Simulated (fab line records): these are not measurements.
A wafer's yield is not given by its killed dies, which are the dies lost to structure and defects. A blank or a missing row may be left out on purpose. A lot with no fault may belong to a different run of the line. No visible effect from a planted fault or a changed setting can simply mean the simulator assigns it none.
fab line records | flow sky130 | part 1 of 2: steps 1 to 27 of 41
record lots=5 | wafers=15 | last-day=50
route steps=708 shown LI_CONTACT@380 LOCAL_INTERCONNECT@387 CONTACT@406
lots that met no fault: from a run of the same line without faults
start-h: hours from the record's opening day to when the first of the lot's shown wafers began | wait-h: hours from the lot's prior step to this one | " the same as in the row above | L1.1+2: a row that stands for several wafers | - either no value or no given start | * or withheld: withheld | < > ~ a bound
route shown NAME@n: names a module that has steps shown in the file, with the first one's number in the route | usual: average and standard deviation across the fault-free wafers | same: alike in all rows | chamber/n: place in a boat | sites: per-site readings | _std_site: the values' standard deviation | _edge_site: outer sites' mean less inner sites' | radius-mm: how far each site lies from the wafer's centre | mask NAME#n: copy n | behind: the last tool/chamber to shape the wafer | hold: cause of the lot's hold/its duration in hours/its outcome | device: whichever transistor did not switch (one of n, p or np) | end of line: the same wafers' tests at the end of the route | a step with no rows: only its recipe | killed: dies lost to structure and defects at the first sort, not the wafer's yield | map: a wafer's dies, marking killed ones x, the rest . and places with no die _
set.NAME: the run value of the setting; set.NAME@STEP: its run value at that earlier step | model.NAME: the simulator's own value behind a step, which no gauge read
a table for each step, a row for each wafer; lots at some steps of the route
services: a tool's chamber out of use, with start hour (start-h, from the record's first day; less than 0 if before it), hours out, and reason
## steps
# step SKY_LI_CONTACT_PRE_CLEAN_18
# recipe gas=Ar | time-s=5.6 | bias-v=358
lot.wafer  | tool           | chamber | start-h | wait-h
L080.3+5+6 | pvd-sputter-01 | -       | 731.08  | 0.0
L081.1+2+3 | pvd-sputter-02 | -       | 738.38  | 0.0
L083.1+4+6 | pvd-sputter-04 | -       | 748.14  | 0.0
L093.3+5+6 | pvd-sputter-02 | -       | 824.89  | 0.0
L096.3+5+6 | pvd-sputter-02 | -       | 848.77  | 0.0
# step SKY_LI_CONTACT_SPUTTER_19
# recipe material=Ti | target-thk-nm=20 | chamber-pressure-pa=5 | power-w=2500 | substrate-temp-c=200 | time-s=106.37
# usual throttle-valve-pct=29.1/1
lot.wafer | tool           | chamber | start-h | wait-h | throttle-valve-pct
L080.3    | pvd-sputter-01 | -       | 731.10  | 0.0    | 29.1
L080.5    | "              | -       | "       | "      | 30.0
L080.6    | "              | -       | "       | "      | 27.6
L081.1    | pvd-sputter-02 | -       | 738.40  | 0.0    | 29.7
L081.2    | "              | -       | "       | "      | 28.9
L081.3    | "              | -       | "       | "      | 29.2
L083.1    | pvd-sputter-04 | -       | 748.16  | 0.0    | 30.2
L083.4    | "              | -       | "       | "      | 31.0
L083.6    | "              | -       | "       | "      | 30.4
L093.3    | pvd-sputter-02 | -       | 824.91  | 0.0    | 29.3
L093.5    | "              | -       | "       | "      | 29.7
L093.6    | "              | -       | "       | "      | 29.5
L096.3    | pvd-sputter-02 | -       | 848.79  | 0.0    | 29.7
L096.5    | "              | -       | "       | "      | 29.5
L096.6    | "              | -       | "       | "      | 29.8
# step SKY_LI_CONTACT_SPUTTER_20
# recipe material=TiN | target-thk-nm=20 | chamber-pressure-pa=5 | power-w=4000 | time-s=80
# usual throttle-valve-pct=29.1/1
lot.wafer | tool           | chamber | start-h | wait-h | throttle-valve-pct
L080.3    | pvd-sputter-01 | -       | 731.18  | 0.0    | 29.4
L080.5    | "              | -       | "       | "      | 29.8
L080.6    | "              | -       | "       | "      | 27.7
L081.1    | pvd-sputter-02 | -       | 738.48  | 0.0    | 29.5
L081.2    | "              | -       | "       | "      | 28.8
L081.3    | "              | -       | "       | "      | 29.3
L083.1    | pvd-sputter-04 | -       | 748.24  | 0.0    | 30.5
L083.4    | "              | -       | "       | "      | 31.3
L083.6    | "              | -       | "       | "      | 30.7
L093.3    | pvd-sputter-02 | -       | 824.99  | 0.0    | 29.1
L093.5    | "              | -       | "       | "      | 29.7
L093.6    | "              | -       | "       | "      | 29.3
L096.3    | pvd-sputter-02 | -       | 848.87  | 0.0    | 29.8
L096.5    | "              | -       | "       | "      | 29.3
L096.6    | "              | -       | "       | "      | 29.4
# step SKY_LI_CONTACT_CVD_21
# recipe material=W | target-thk-nm=400 | time-s=120.56 | temp-c=400 | pressure-torr=40
# usual heater-power-w=809/56 | susceptor-temp-C=399.97/0.24
lot.wafer | tool     | chamber | start-h | wait-h | heater-power-w | susceptor-temp-C
L080.3    | cvd-w-02 | 0       | 731.28  | 0.1    | 757            | 399.88
L080.5    | "        | 0       | "       | "      | 758            | 399.98
L080.6    | "        | 1       | "       | "      | 905            | 399.90
L081.1    | cvd-w-01 | 1       | 738.54  | 0.0    | 806            | 400.18
L081.2    | "        | 0       | "       | "      | 777            | 400.11
L081.3    | "        | 1       | "       | "      | 789            | 400.09
L083.1    | cvd-w-02 | 1       | 748.30  | 0.0    | 899            | 399.93
L083.4    | "        | 1       | "       | "      | 892            | 399.80
L083.6    | "        | 1       | "       | "      | 884            | 400.11
L093.3    | cvd-w-01 | 0       | 825.09  | 0.1    | 765            | 400.43
L093.5    | "        | 0       | "       | "      | 787            | 400.39
L093.6    | "        | 1       | "       | "      | 791            | 399.80
L096.3    | cvd-w-02 | 1       | 848.97  | 0.1    | 887            | 400.17
L096.5    | "        | 0       | "       | "      | 769            | 399.65
L096.6    | "        | 1       | "       | "      | 902            | 399.99
# step SKY_LI_CONTACT_RS_MEAS_22
# recipe thk-meas-gauge=four-point-probe | reads=W_of_LI_CONTACT_CVD_21+TiN_of_LI_CONTACT_SPUTTER_20+Ti_of_LI_CONTACT_SPUTTER_19
# usual LI_CONTACT_W_RS=0.284/0.0038
lot.wafer | tool          | chamber | start-h | wait-h | LI_CONTACT_W_RS[ohm/sq]
L080.3    | film-metro-04 | -       | 731.40  | 0.1    | 0.288
L080.5    | "             | -       | "       | "      | 0.289
L080.6    | "             | -       | "       | "      | 0.287
L081.1    | film-metro-02 | -       | 738.66  | 0.1    | 0.281
L081.2    | "             | -       | "       | "      | 0.284
L081.3    | "             | -       | "       | "      | 0.286
L083.1    | film-metro-04 | -       | 748.42  | 0.1    | 0.284
L083.4    | "             | -       | "       | "      | 0.285
L083.6    | "             | -       | "       | "      | 0.284
L093.3    | film-metro-04 | -       | 825.21  | 0.1    | 0.279
L093.5    | "             | -       | "       | "      | 0.277
L093.6    | "             | -       | "       | "      | 0.281
L096.3    | film-metro-01 | -       | 849.10  | 0.1    | 0.285
L096.5    | "             | -       | "       | "      | 0.283
L096.6    | "             | -       | "       | "      | 0.281
# step SKY_LI_CONTACT_THK_MEAS_23
# recipe thk-meas-gauge=xrf | reads=W_of_LI_CONTACT_CVD_21
# usual LI_CONTACT_W_THK=410/6.2
lot.wafer | tool          | chamber | start-h | wait-h | LI_CONTACT_W_THK[nm]
L080.3    | film-metro-04 | -       | 731.50  | 0.1    | 405
L080.5    | "             | -       | "       | "      | 404
L080.6    | "             | -       | "       | "      | 413
L081.1    | film-metro-02 | -       | 738.78  | 0.1    | 412
L081.2    | "             | -       | "       | "      | 407
L081.3    | "             | -       | "       | "      | 403
L083.1    | film-metro-04 | -       | 748.54  | 0.1    | 416
L083.4    | "             | -       | "       | "      | 408
L083.6    | "             | -       | "       | "      | 411
L093.3    | film-metro-04 | -       | 825.31  | 0.1    | 418
L093.5    | "             | -       | "       | "      | 422
L093.6    | "             | -       | "       | "      | 414
L096.3    | film-metro-01 | -       | 849.20  | 0.1    | 412
L096.5    | "             | -       | "       | "      | 414
L096.6    | "             | -       | "       | "      | 415
# step SKY_LI_CONTACT_CMP_24
# recipe stop-on=PSG | t-overpolish-s=20 | down-force-psi=3.5 | platen-rpm=60 | target-thk-nm=0 | pad-velocity-m-s=0.94248
# usual motor-current-A=11.0/0.84 | overpolish-run-s=20.000/0.0088 | time-to-endpoint-s=96/4.4
lot.wafer | tool   | chamber | start-h | wait-h | motor-current-A | overpolish-run-s | time-to-endpoint-s
L080.3    | cmp-02 | 1       | 731.54  | 0.0    | 10.5            | 20.001           | 86
L080.5    | "      | 1       | "       | "      | 10.9            | 20.010           | 89
L080.6    | "      | 2       | "       | "      | 10.9            | 19.991           | 95
L081.1    | cmp-02 | 3       | 738.84  | 0.1    | 8.8             | 19.997           | 107
L081.2    | "      | 0       | "       | "      | 11.1            | 20.007           | 100
L081.3    | "      | 1       | "       | "      | 10.4            | 20.002           | 92
L083.1    | cmp-02 | 3       | 748.60  | 0.1    | 9.7             | 19.993           | 99
L083.4    | "      | 0       | "       | "      | 11.3            | 20.011           | 94
L083.6    | "      | 0       | "       | "      | 11.6            | 20.009           | 96
L093.3    | cmp-02 | 0       | 825.45  | 0.1    | 11.9            | 20.002           | 96
L093.5    | "      | 2       | "       | "      | 11.0            | 20.000           | 95
L093.6    | "      | 3       | "       | "      | 9.8             | 19.992           | 100
L096.3    | cmp-01 | 0       | 849.35  | 0.1    | 12.1            | 20.009           | 91
L096.5    | "      | 2       | "       | "      | 11.7            | 20.008           | 95
L096.6    | "      | 3       | "       | "      | 11.0            | 20.013           | 92
# step SKY_LOCAL_INTERCONNECT_SPUTTER_00
# recipe material=TiN | target-thk-nm=100 | temp-c=300 | power-w=6500 | time-s=83.3 | chamber-pressure-pa=0.4
# usual susceptor-temp-C=300.02/0.2 | throttle-valve-pct=29.8/1.3
lot.wafer | tool           | chamber | start-h | wait-h | susceptor-temp-C | throttle-valve-pct
L080.3    | pvd-sputter-04 | -       | 731.84  | 0.2    | 300.14           | 30.4
L080.5    | "              | -       | "       | "      | 300.35           | 27.2
L080.6    | "              | -       | "       | "      | 299.87           | 30.6
L081.1    | pvd-sputter-03 | -       | 739.14  | 0.2    | 300.11           | 28.9
L081.2    | "              | -       | "       | "      | 300.06           | 31.6
L081.3    | "              | -       | "       | "      | 300.23           | 31.2
L083.1    | pvd-sputter-02 | -       | 748.90  | 0.2    | 300.18           | 27.7
L083.4    | "              | -       | "       | "      | 299.72           | 29.0
L083.6    | "              | -       | "       | "      | 300.11           | 29.8
L093.3    | pvd-sputter-02 | -       | 825.65  | 0.1    | 300.10           | 28.0
L093.5    | "              | -       | "       | "      | 300.11           | 29.8
L093.6    | "              | -       | "       | "      | 299.82           | 28.0
L096.3    | pvd-sputter-04 | -       | 849.55  | 0.1    | 299.73           | 27.4
L096.5    | "              | -       | "       | "      | 300.19           | 30.9
L096.6    | "              | -       | "       | "      | 300.17           | 30.5
# step SKY_LOCAL_INTERCONNECT_RS_MEAS_01
# recipe thk-meas-gauge=four-point-probe | reads=TiN_of_LOCAL_INTERCONNECT_SPUTTER_00
# usual LOCAL_INTERCONNECT_TIN_RS=14.06/0.19
lot.wafer | tool          | chamber | start-h | wait-h | LOCAL_INTERCONNECT_TIN_RS[ohm/sq]
L080.3    | film-metro-03 | -       | 731.95  | 0.1    | 13.41
L080.5    | "             | -       | "       | "      | 13.64
L080.6    | "             | -       | "       | "      | 13.50
L081.1    | film-metro-02 | -       | 739.21  | 0.0    | 14.19
L081.2    | "             | -       | "       | "      | 14.01
L081.3    | "             | -       | "       | "      | 14.31
L083.1    | film-metro-03 | -       | 748.97  | 0.0    | 14.08
L083.4    | "             | -       | "       | "      | 13.95
L083.6    | "             | -       | "       | "      | 14.05
L093.3    | film-metro-04 | -       | 825.75  | 0.1    | 14.05
L093.5    | "             | -       | "       | "      | 13.90
L093.6    | "             | -       | "       | "      | 13.98
L096.3    | film-metro-04 | -       | 849.65  | 0.1    | 14.19
L096.5    | "             | -       | "       | "      | 14.38
L096.6    | "             | -       | "       | "      | 13.98
# step SKY_LOCAL_INTERCONNECT_THK_MEAS_02
# recipe thk-meas-gauge=xrf | reads=TiN_of_LOCAL_INTERCONNECT_SPUTTER_00
# usual LOCAL_INTERCONNECT_TIN_THK=99.2/1.4
lot.wafer | tool          | chamber | start-h | wait-h | LOCAL_INTERCONNECT_TIN_THK[nm]
L080.3    | film-metro-03 | -       | 732.05  | 0.1    | 104.5
L080.5    | "             | -       | "       | "      | 102.9
L080.6    | "             | -       | "       | "      | 103.5
L081.1    | film-metro-02 | -       | 739.33  | 0.1    | 98.1
L081.2    | "             | -       | "       | "      | 99.4
L081.3    | "             | -       | "       | "      | 97.3
L083.1    | film-metro-03 | -       | 749.09  | 0.1    | 98.6
L083.4    | "             | -       | "       | "      | 99.7
L083.6    | "             | -       | "       | "      | 98.5
L093.3    | film-metro-04 | -       | 825.85  | 0.1    | 99.7
L093.5    | "             | -       | "       | "      | 100.2
L093.6    | "             | -       | "       | "      | 100.2
L096.3    | film-metro-04 | -       | 849.75  | 0.1    | 98.0
L096.5    | "             | -       | "       | "      | 97.6
L096.6    | "             | -       | "       | "      | 99.6
# step SKY_LOCAL_INTERCONNECT_DEHYDRATE_03
# recipe temp-c=200 | time-s=60
lot.wafer  | tool           | chamber | start-h | wait-h
L080.3+5+6 | litho-track-01 | 0       | 745.11  | 13.1
L081.1+2+3 | litho-track-03 | 0       | 752.47  | 13.1
L083.1+4+6 | litho-track-01 | 0       | 762.01  | 12.9
L093.3+5+6 | litho-track-03 | 0       | 838.17  | 12.3
L096.3+5+6 | litho-track-04 | 0       | 862.13  | 12.4
# step SKY_LOCAL_INTERCONNECT_HMDS_04
# recipe prime-time-s=60 | prime-temp-c=120
lot.wafer  | tool           | chamber | start-h | wait-h
L080.3+5+6 | litho-track-01 | 0       | 745.26  | 0.1
L081.1+2+3 | litho-track-03 | 0       | 752.62  | 0.1
L083.1+4+6 | litho-track-01 | 0       | 762.16  | 0.1
L093.3+5+6 | litho-track-03 | 0       | 838.32  | 0.1
L096.3+5+6 | litho-track-04 | 0       | 862.28  | 0.1
# step SKY_LOCAL_INTERCONNECT_COAT_05
# recipe resist=BARC | temp-c=withheld | time-s=withheld | spin-rpm=3000 | resist-thk-nm=60
lot.wafer  | tool           | chamber | start-h | wait-h
L080.3+5+6 | litho-track-01 | 0       | 745.41  | 0.1
L081.1+2+3 | litho-track-03 | 0       | 752.77  | 0.1
L083.1+4+6 | litho-track-01 | 0       | 762.31  | 0.1
L093.3+5+6 | litho-track-03 | 0       | 838.47  | 0.1
L096.3+5+6 | litho-track-04 | 0       | 862.43  | 0.1
# step SKY_LOCAL_INTERCONNECT_COAT_06
# recipe resist=KrF-thick | spin-rpm=3000 | resist-thk-nm=450
lot.wafer  | tool           | chamber | start-h | wait-h
L080.3+5+6 | litho-track-01 | 0       | -       | -
L081.1+2+3 | litho-track-03 | 0       | -       | -
L083.1+4+6 | litho-track-01 | 0       | -       | -
L093.3+5+6 | litho-track-03 | 0       | -       | -
L096.3+5+6 | litho-track-04 | 0       | -       | -
# step SKY_LOCAL_INTERCONNECT_SOFTBAKE_07
# recipe temp-c=100 | time-s=90 | resist=KrF-thick
lot.wafer  | tool           | chamber | start-h | wait-h
L080.3+5+6 | litho-track-01 | 0       | -       | -
L081.1+2+3 | litho-track-03 | 0       | -       | -
L083.1+4+6 | litho-track-01 | 0       | -       | -
L093.3+5+6 | litho-track-03 | 0       | -       | -
L096.3+5+6 | litho-track-04 | 0       | -       | -
# step SKY_LOCAL_INTERCONNECT_EXPOSE_08
# recipe mask-id=LI1M | na=0.8 | source-shape=annular | sigma-inner=0.55 | sigma-outer=0.85 | target-cd-nm=170 | dose-mj=28
lot.wafer  | tool           | chamber | start-h | wait-h | mask
L080.3+5+6 | krf-scanner-01 | 0       | -       | -      | LI1M#0
L081.1+2+3 | krf-scanner-01 | 0       | -       | -      | LI1M#0
L083.1+4+6 | krf-scanner-02 | 0       | -       | -      | LI1M#0
L093.3+5+6 | krf-scanner-01 | 0       | -       | -      | LI1M#0
L096.3+5+6 | krf-scanner-02 | 0       | -       | -      | LI1M#0
# step SKY_LOCAL_INTERCONNECT_PEB_09
# recipe peb-temp-c=withheld | peb-time-s=withheld | resist=KrF-thick
lot.wafer  | tool           | chamber | start-h | wait-h
L080.3+5+6 | litho-track-04 | 0       | -       | -
L081.1+2+3 | litho-track-01 | 0       | -       | -
L083.1+4+6 | litho-track-03 | 0       | -       | -
L093.3+5+6 | litho-track-03 | 0       | -       | -
L096.3+5+6 | litho-track-01 | 0       | -       | -
# step SKY_LOCAL_INTERCONNECT_DEVELOP_10
# recipe develop-time-s=60 | resist=KrF-thick | dev-temp-c=21
lot.wafer  | tool           | chamber | start-h | wait-h
L080.3+5+6 | litho-track-04 | 0       | -       | -
L081.1+2+3 | litho-track-01 | 0       | -       | -
L083.1+4+6 | litho-track-03 | 0       | -       | -
L093.3+5+6 | litho-track-03 | 0       | -       | -
L096.3+5+6 | litho-track-01 | 0       | -       | -
# step SKY_LOCAL_INTERCONNECT_CD_MEAS_11
# recipe target-cd-nm=170
# usual cd-nm=169.3/1.3
lot.wafer | tool      | chamber | start-h | wait-h | cd-nm
L080.3    | cd-sem-02 | -       | 758.97  | -      | 169.3
L080.5    | "         | -       | "       | "      | 168.2
L080.6    | "         | -       | "       | "      | 168.7
L081.1    | cd-sem-02 | -       | 766.26  | -      | 169.7
L081.2    | "         | -       | "       | "      | 170.6
L081.3    | "         | -       | "       | "      | 169.6
L083.1    | cd-sem-02 | -       | 778.45  | -      | 169.3
L083.4    | "         | -       | "       | "      | 169.0
L083.6    | "         | -       | "       | "      | 168.6
L093.3    | cd-sem-02 | -       | 852.26  | -      | 171.1
L093.5    | "         | -       | "       | "      | 170.4
L093.6    | "         | -       | "       | "      | 171.1
L096.3    | cd-sem-02 | -       | 874.56  | -      | 168.4
L096.5    | "         | -       | "       | "      | 170.4
L096.6    | "         | -       | "       | "      | 169.2
# step SKY_LOCAL_INTERCONNECT_OVL_MEAS_12
# usual LOCAL_INTERCONNECT_OVL=4/5.1
lot.wafer | tool       | chamber | start-h | wait-h | LOCAL_INTERCONNECT_OVL[nm]
L080.3    | overlay-01 | -       | 759.06  | 0.1    | 9
L080.5    | "          | -       | "       | "      | 13
L080.6    | "          | -       | "       | "      | 7
L081.1    | overlay-01 | -       | 766.38  | 0.1    | -4
L081.2    | "          | -       | "       | "      | -5
L081.3    | "          | -       | "       | "      | 7
L083.1    | overlay-02 | -       | 778.57  | 0.1    | 9
L083.4    | "          | -       | "       | "      | 6
L083.6    | "          | -       | "       | "      | 6
L093.3    | overlay-01 | -       | 852.36  | 0.1    | 3
L093.5    | "          | -       | "       | "      | 5
L093.6    | "          | -       | "       | "      | -1
L096.3    | overlay-01 | -       | 874.65  | 0.1    | 5
L096.5    | "          | -       | "       | "      | 1
L096.6    | "          | -       | "       | "      | -1
# step SKY_LOCAL_INTERCONNECT_ETCH_13
# recipe chemistry=N2/H2 | target=BARC | ion-energy-ev=200 | bias-w=100 | pressure-mtorr=30 | n2-flow-sccm=100 | h2-flow-sccm=200 | icp-w=500 | stop-on=SiO2 | time-s=45.9 | target-depth-a=600
# usual drypump-motor-current-A=5.9/0.5 | h2-flow-sccm=200.0/0.66 | oes-product-au=0.854/0.0048 | throttle-valve-pct=13.227/0.0096
lot.wafer | tool         | chamber | start-h | wait-h | drypump-motor-current-A | h2-flow-sccm | oes-product-au | rf-hours-counter-h | throttle-valve-pct
L080.3    | rie-metal-02 | 1       | 759.11  | 0.0    | 6.5                     | 200.6        | 0.859          | -                  | 13.227
L080.5    | "            | 1       | "       | "      | 6.5                     | 198.9        | 0.852          | -                  | 13.209
L080.6    | "            | 0       | "       | "      | 5.8                     | 199.9        | 0.851          | -                  | 13.234
L081.1    | rie-metal-03 | 0       | 766.42  | 0.0    | 5.8                     | 199.8        | 0.858          | 15                 | 13.230
L081.2    | "            | 1       | "       | "      | 5.1                     | 199.5        | 0.853          | 8                  | 13.219
L081.3    | "            | 0       | "       | "      | 5.8                     | 199.0        | 0.853          | -                  | 13.237
L083.1    | rie-metal-01 | 1       | 778.61  | 0.0    | 6.2                     | 199.8        | 0.853          | 5                  | 13.221
L083.4    | "            | 1       | "       | "      | 6.2                     | 199.1        | 0.855          | -                  | 13.221
L083.6    | "            | 0       | "       | "      | 6.2                     | 200.5        | 0.854          | -                  | 13.225
L093.3    | rie-metal-01 | 1       | 852.40  | 0.0    | 6.2                     | 199.2        | 0.849          | -                  | 13.218
L093.5    | "            | 1       | "       | "      | 6.2                     | 200.2        | 0.840          | -                  | 13.216
L093.6    | "            | 0       | "       | "      | 6.3                     | 199.8        | 0.847          | -                  | 13.221
L096.3    | rie-metal-02 | 0       | 874.69  | 0.0    | 5.8                     | 200.2        | 0.848          | -                  | 13.232
L096.5    | "            | 0       | "       | "      | 5.8                     | 199.3        | 0.861          | -                  | 13.225
L096.6    | "            | 1       | "       | "      | 6.5                     | 200.6        | 0.854          | -                  | 13.211
# step SKY_LOCAL_INTERCONNECT_METAL_ETCH_14
# recipe target-depth-nm=110 | stop-on=PSG | chemistry=Cl2/BCl3 | target=TiN | resist-sidewall-deg=88 | pressure-mtorr=10 | icp-w=900 | bias-w=48.5 | Cl2_flow_sccm=60 | bcl3-flow-sccm=30 | time-s=31.4
# usual drypump-motor-current-A=5.9/0.5 | oes-product-au=0.944/0.0089 | throttle-valve-pct=21.898/0.01
lot.wafer | tool         | chamber | start-h | wait-h | drypump-motor-current-A | oes-product-au | rf-hours-counter-h | throttle-valve-pct
L080.3    | rie-metal-02 | 1       | 759.17  | 0.0    | 6.5                     | 0.981          | -                  | 21.882
L080.5    | "            | 1       | "       | "      | 6.5                     | 0.962          | -                  | 21.871
L080.6    | "            | 0       | "       | "      | 5.8                     | 0.963          | -                  | 21.894
L081.1    | rie-metal-03 | 0       | 766.48  | 0.0    | 5.8                     | 0.930          | 15                 | 21.894
L081.2    | "            | 1       | "       | "      | 5.1                     | 0.943          | 8                  | 21.904
L081.3    | "            | 0       | "       | "      | 5.8                     | 0.937          | -                  | 21.899
L083.1    | rie-metal-01 | 1       | 778.67  | 0.0    | 6.2                     | 0.942          | 5                  | 21.891
L083.4    | "            | 1       | "       | "      | 6.2                     | 0.954          | -                  | 21.897
L083.6    | "            | 0       | "       | "      | 6.2                     | 0.944          | -                  | 21.915
L093.3    | rie-metal-01 | 1       | 852.46  | 0.0    | 6.2                     | 0.942          | -                  | 21.889
L093.5    | "            | 1       | "       | "      | 6.2                     | 0.955          | -                  | 21.895
L093.6    | "            | 0       | "       | "      | 6.2                     | 0.943          | -                  | 21.902
L096.3    | rie-metal-02 | 0       | 874.75  | 0.0    | 5.8                     | 0.942          | -                  | 21.899
L096.5    | "            | 0       | "       | "      | 5.8                     | 0.930          | -                  | 21.898
L096.6    | "            | 1       | "       | "      | 6.6                     | 0.946          | -                  | 21.893
# step SKY_LOCAL_INTERCONNECT_STRIP_15
# recipe chemistry=O2/N2 | power-w=1400 | pressure-mtorr=1500 | platen-temp-c=withheld | o2-flow-sccm=3000 | n2-flow-sccm=300 | overash-fraction=0.5
# usual drypump-motor-current-A=5.79/0.22 | oes-product-au=0.427/0.0046 | strip-time-to-endpoint-s=4.719/0.021
lot.wafer | tool            | chamber | start-h | wait-h | drypump-motor-current-A | oes-product-au | rf-hours-counter-h | strip-time-to-endpoint-s
L080.3    | plasma-asher-04 | 0       | 759.23  | 0.1    | 5.55                    | 0.422          | -                  | 4.723
L080.5    | "               | 1       | "       | "      | 5.90                    | 0.422          | -                  | 4.719
L080.6    | "               | 0       | "       | "      | 5.56                    | 0.433          | -                  | 4.724
L081.1    | plasma-asher-03 | 1       | 766.53  | 0.0    | 5.77                    | 0.421          | 64                 | 4.745
L081.2    | "               | 0       | "       | "      | 6.16                    | 0.430          | 64                 | 4.736
L081.3    | "               | 1       | "       | "      | 5.76                    | 0.433          | -                  | 4.744
L083.1    | plasma-asher-03 | 0       | 778.72  | 0.0    | 6.21                    | 0.424          | 65                 | 4.705
L083.4    | "               | 0       | "       | "      | 6.21                    | 0.431          | -                  | 4.753
L083.6    | "               | 0       | "       | "      | 6.17                    | 0.433          | -                  | 4.708
L093.3    | plasma-asher-01 | 0       | 852.53  | 0.1    | 5.67                    | 0.429          | -                  | 4.719
L093.5    | "               | 0       | "       | "      | 5.66                    | 0.435          | -                  | 4.694
L093.6    | "               | 1       | "       | "      | 5.63                    | 0.422          | -                  | 4.662
L096.3    | plasma-asher-01 | 1       | 874.82  | 0.1    | 5.65                    | 0.424          | -                  | 4.706
L096.5    | "               | 0       | "       | "      | 5.66                    | 0.425          | -                  | 4.705
L096.6    | "               | 1       | "       | "      | 5.65                    | 0.436          | -                  | 4.721
# step SKY_LOCAL_INTERCONNECT_STRIP_16
# recipe chemistry=post-etch-residue-remover | time-s=1200 | temp-c=72.5
# usual temp-c=72.47/0.12
lot.wafer | tool         | chamber | start-h | wait-h | temp-c
L080.3    | wet-bench-03 | 2       | 759.30  | 0.0    | 72.51
L080.5    | "            | 2       | "       | "      | 72.47
L080.6    | "            | 2       | "       | "      | 72.46
L081.1    | wet-bench-02 | 3       | 766.63  | 0.1    | 72.40
L081.2    | "            | 3       | "       | "      | 72.56
L081.3    | "            | 3       | "       | "      | 72.40
L083.1    | wet-bench-03 | 0       | 778.82  | 0.1    | 72.47
L083.4    | "            | 0       | "       | "      | 72.60
L083.6    | "            | 0       | "       | "      | 72.39
L093.3    | wet-bench-04 | 3       | 852.59  | 0.0    | 72.49
L093.5    | "            | 3       | "       | "      | 72.32
L093.6    | "            | 3       | "       | "      | 72.57
L096.3    | wet-bench-04 | 1       | 874.89  | 0.0    | 72.49
L096.5    | "            | 1       | "       | "      | 72.54
L096.6    | "            | 1       | "       | "      | 72.38
# step SKY_LOCAL_INTERCONNECT_CLEAN_17
# recipe chemistry=IPA | time-s=180 | temp-c=25
# usual temp-c=25.02/0.1
lot.wafer | tool         | chamber | start-h | wait-h | temp-c
L080.3    | wet-bench-04 | 3       | 759.67  | 0.0    | 24.86
L080.5    | "            | 3       | "       | "      | 24.82
L080.6    | "            | 3       | "       | "      | 24.95
L081.1    | wet-bench-02 | 1       | 766.98  | 0.0    | 24.95
L081.2    | "            | 1       | "       | "      | 25.33
L081.3    | "            | 1       | "       | "      | 24.98
L083.1    | wet-bench-03 | 0       | 779.23  | 0.0    | 25.23
L083.4    | "            | 0       | "       | "      | 24.85
L083.6    | "            | 0       | "       | "      | 25.04
L093.3    | wet-bench-03 | 1       | 852.97  | 0.0    | 25.08
L093.5    | "            | 1       | "       | "      | 24.96
L093.6    | "            | 1       | "       | "      | 24.90
L096.3    | wet-bench-02 | 1       | 875.23  | 0.0    | 25.08
L096.5    | "            | 1       | "       | "      | 25.06
L096.6    | "            | 1       | "       | "      | 24.99
# step SKY_LOCAL_INTERCONNECT_CLEAN_18
# recipe chemistry=O3/DIW | dry=n2-spin
lot.wafer  | tool         | chamber | start-h | wait-h
L080.3+5+6 | wet-bench-02 | 1       | 759.74  | 0.0
L081.1+2+3 | wet-bench-03 | 2       | 767.03  | 0.0
L083.1+4+6 | wet-bench-03 | 1       | 779.37  | 0.1
L093.3+5+6 | wet-bench-02 | 3       | 853.02  | 0.0
L096.3+5+6 | wet-bench-04 | 1       | 875.29  | 0.0
# step SKY_CONTACT_CVD_00
# recipe material=Si3N4 | target-thk-nm=75 | temp-c=400 | time-s=withheld | rf-w=450
# usual heater-power-w=735/88 | susceptor-temp-C=399.98/0.2
lot.wafer | tool     | chamber | start-h | wait-h | heater-power-w | susceptor-temp-C
L080.3    | pecvd-01 | 1       | 759.83  | 0.0    | 822            | 400.06
L080.5    | "        | 2       | "       | "      | 782            | 399.64
L080.6    | "        | 0       | "       | "      | 885            | 400.07
L081.1    | pecvd-03 | 2       | 767.13  | 0.0    | 667            | 400.02
L081.2    | "        | 1       | "       | "      | 555            | 400.12
L081.3    | "        | 0       | "       | "      | 774            | 400.35
L083.1    | pecvd-01 | 2       | 779.48  | 0.0    | 817            | 400.09
L083.4    | "        | 0       | "       | "      | 785            | 399.95
L083.6    | "        | 2       | "       | "      | 798            | 400.02
L093.3    | pecvd-03 | 0       | 853.12  | 0.0    | 671            | 400.01
L093.5    | "        | 1       | "       | "      | 660            | 399.67
L093.6    | "        | 0       | "       | "      | 662            | 400.16
L096.3    | pecvd-01 | 2       | 875.38  | 0.0    | 785            | 400.15
L096.5    | "        | 0       | "       | "      | 793            | 399.96
L096.6    | "        | 1       | "       | "      | 821            | 400.08
